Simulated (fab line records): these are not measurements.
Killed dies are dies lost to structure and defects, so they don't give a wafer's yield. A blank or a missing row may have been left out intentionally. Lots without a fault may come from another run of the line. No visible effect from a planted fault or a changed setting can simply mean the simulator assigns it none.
Problem report in the 8D (eight disciplines) form, filled by code / flow gf180mcu / the parts of the form that need people (team, actions taken, sign-off) are left out

## 1. THE PROBLEM
Across 6 wafers from 2 lots, NSD_RS at GF_PSD_RS_MEAS_14 averages 49.30 ohm/sq, while fault-free wafers read 46.14 ohm/sq with a standard deviation of 0.076. Measured from the usual mean, that is +42 standard deviations.
The step: measures by four-point-probe.
Earliest sighting: wafer L722.1 on film_metro-01 at day 17 17:34. The record has a number at this step for 33 wafers belonging to 11 lots. The rule behind "out" and "out of limits": a value lying over 4 standard deviations away from the usual mean. The other wafers with a number count as sound.

## 2. WHAT IT IS AND WHAT IT IS NOT
question=which readings at this step | is=NSD_RS | is not=-
question=which lots | is=L721, L722 | is not=L714, L716, L717, L718, L730, L732, L734, L735, L736
question=which wafers of those lots | is=all that have a number | is not=-
question=read on which gauges | is=film_metro-01, film_metro-03 | is not=film_metro-04
question=when | is=from day 17 17:34 | is not=up to then (12 sound wafers); but 15 sound wafers of L730, L732, L734, L735, L736 came after

## 3. SUSPECTS, AND WHAT RULES EACH OUT
Counting: a tool stays on the suspect list if, at a process step up to the reading, it processed all lots that are out and no sound lot following the first of them.
- the gauge at GF_PSD_RS_MEAS_14 is ruled out. 2 gauges (film_metro-01, film_metro-03) read the wafers that are out.
- implanter-03 at GF_NSD_IMPLANT_09: ruled out as a lasting fault. Sound lots L732 ran on it after its first lot that is out, L722 (day 16 17:33).
Left after counting: nothing in the record.

## 4. THE CAUSE (what the simulator had put in)
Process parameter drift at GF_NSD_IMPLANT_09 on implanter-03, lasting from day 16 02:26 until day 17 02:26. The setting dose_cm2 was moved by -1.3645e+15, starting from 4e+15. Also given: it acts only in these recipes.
It was ruled out by counting, in error; the rule expects a fault to strike all lots run on its tool from its start on, and this fault did not.

## 5. THE EFFECT CHAIN, in route order
Each row: a reading where the mean over the struck wafers with a number is more than 3 standard deviations away from the usual. Readings are gone through only where the record gives a usual standard deviation; hours: the median, over the lots, of the time from a lot's start at the first step in this table giving one to that lot's start at this step; sigmas: the change measured in usual standard deviations.
hours=0; step=GF_NSD_IMPLANT_09; reading=dose_ions_cm2; usual=4e+15; on struck wafers=3e+15; change=-1e+15; sigmas=-99 or more
hours=0; step=GF_NSD_STRIP_11; reading=oes_product_au; usual=0.487 a.u.; on struck wafers=0.507; change=+0.020; sigmas=+4.7
hours=0; step=GF_NSD_STRIP_11; reading=strip_time_to_endpoint_s; usual=22.97 s; on struck wafers=21.38; change=-1.59; sigmas=-43
hours=24; step=GF_PSD_RS_MEAS_14; reading=NSD_RS; usual=46.14 ohm/sq; on struck wafers=49.30; change=+3.16; sigmas=+42
The process steps in it:
- GF_NSD_IMPLANT_09
- GF_NSD_STRIP_11: strips in O2/N2.

## 6. HOW IT WOULD HAVE BEEN CAUGHT EARLIER
39 hours passed between the start of the fault at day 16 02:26 and the first reading out of limits at a measuring or inspecting step in this record, taken at day 17 17:34.
Tool's own readings at GF_NSD_IMPLANT_09, dose_ions_cm2: out on all struck wafers the step has rows for; an alarm limit on them would have tripped on the first.
